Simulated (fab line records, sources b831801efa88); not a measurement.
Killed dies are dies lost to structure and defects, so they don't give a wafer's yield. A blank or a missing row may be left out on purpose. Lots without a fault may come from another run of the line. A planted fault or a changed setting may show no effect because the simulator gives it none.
A struck lot beside a sound one | flow sky130 | 16 steps out of a route of 708
Sound: wafers L540.1, L540.5, L540.6. Struck: wafers L548.2, L548.6. (L548.4 of the same lot was not struck and is left out.) The cause comes at the end.
At each step with rows: each side's tool, then ch and its chambers, then its first start. Under that, the readings that differ: sound wafers | struck wafers | difference of the means | sigmas: that difference in standard deviations of wafers without a fault.
alike: readings whose means differ by less than 2 such deviations, and words and numbers that are the same on both sides. not compared: withheld readings, readings that some wafer has no value for, bounds like >300 that may hide the same value, and numbers for which the record gives no deviation and whose values overlap.
The two part at a step that has a row with sigmas, a row that says differs or no value, or rows on one side only. Numbers that don't overlap but have no deviation are shown without sigmas and don't part them. A reading that every wafer of one side lacks parts them only if that side has two wafers or more.

first, 2 steps without rows for these wafers: SKY_VT_ADJUST_PCH_PEB_05; SKY_VT_ADJUST_PCH_DEVELOP_06 (develop time 60 s).
SKY_VT_ADJUST_PCH_OVL_MEAS_07:
  sound on overlay-02, day 10 12:46; struck on overlay-01, day 13 05:31
  reading                | sound       | struck  | difference | sigmas
  VT_ADJUST_PCH_OVL (nm) | 4.5 2.8 3.3 | 0.0 1.4 | -2.8       | -2
then, 1 step without rows for these wafers: SKY_VT_ADJUST_PCH_IMPLANT_08.
SKY_VT_ADJUST_PCH_STRIP_09: strips in O2/N2.
  sound on plasma_asher-03 ch 0,1, day 10 12:59; struck on plasma_asher-02 ch 0,1, day 13 05:42
  alike: drypump_motor_current_A, o2_flow_sccm, oes_product_au, strip_time_to_endpoint_s
  not compared: rf_hours_counter_h
SKY_VT_ADJUST_PCH_TW_MEAS_10:
  sound on film_metro-04, day 10 13:05; struck on film_metro-03, day 13 05:49
  alike: VT_ADJUST_PCH_TW
then, 6 steps without rows for these wafers: SKY_SONOS_TUNNEL_DEHYDRATE_00 (time 60 s); SKY_SONOS_TUNNEL_HMDS_01 (prime time 60 s); SKY_SONOS_TUNNEL_COAT_02 (resist thk 1140 nm); SKY_SONOS_TUNNEL_SOFTBAKE_03 (time 60 s); SKY_SONOS_TUNNEL_EXPOSE_04 (exposes mask TUNM, target cd 410 nm); SKY_SONOS_TUNNEL_PEB_05.
SKY_SONOS_TUNNEL_DEVELOP_06: develop time 60 s.
  sound on litho_track-01 ch 0, day 11 11:52; struck on litho_track-01 ch 0, day 14 08:17
  alike: resist_line_temp_C
SKY_SONOS_TUNNEL_CD_MEAS_07: target cd 410 nm.
  sound on cd_sem-02, day 11 12:01; struck on cd_sem-01, day 14 08:26
  reading    | sound             | struck      | difference | sigmas
  cd_nm (nm) | 407.9 409.0 408.1 | 393.8 394.6 | -14.1      | -6
SKY_SONOS_TUNNEL_OVL_MEAS_08:
  sound on overlay-02, day 11 12:08; struck on overlay-01, day 14 08:32
  alike: SONOS_TUNNEL_OVL
-- the record jumps here: 34 days lie between the struck wafers' starts before and after (it left off in module SONOS_TUNNEL and takes up again in module PAD_OPEN, whose first step shown is number 708 of the route) --
SKY_PAD_OPEN_PROBE_99:
  sound on prober-02, day 46 06:44; struck on prober-02, day 48 12:07
  alike: killed_at_M0_to_M3, killed_at_M4_up, killed_at_contacts, killed_at_front_end, killed_at_other, killed_dies, killed_on_rim, killed_open, killed_short

WHERE THEY PART
First at SKY_VT_ADJUST_PCH_OVL_MEAS_07; last, within this record, at SKY_SONOS_TUNNEL_CD_MEAS_07. Later steps at which nothing parts them and some readings are alike: SKY_SONOS_TUNNEL_OVL_MEAS_08, SKY_PAD_OPEN_PROBE_99.

WHY: what the simulator had put in
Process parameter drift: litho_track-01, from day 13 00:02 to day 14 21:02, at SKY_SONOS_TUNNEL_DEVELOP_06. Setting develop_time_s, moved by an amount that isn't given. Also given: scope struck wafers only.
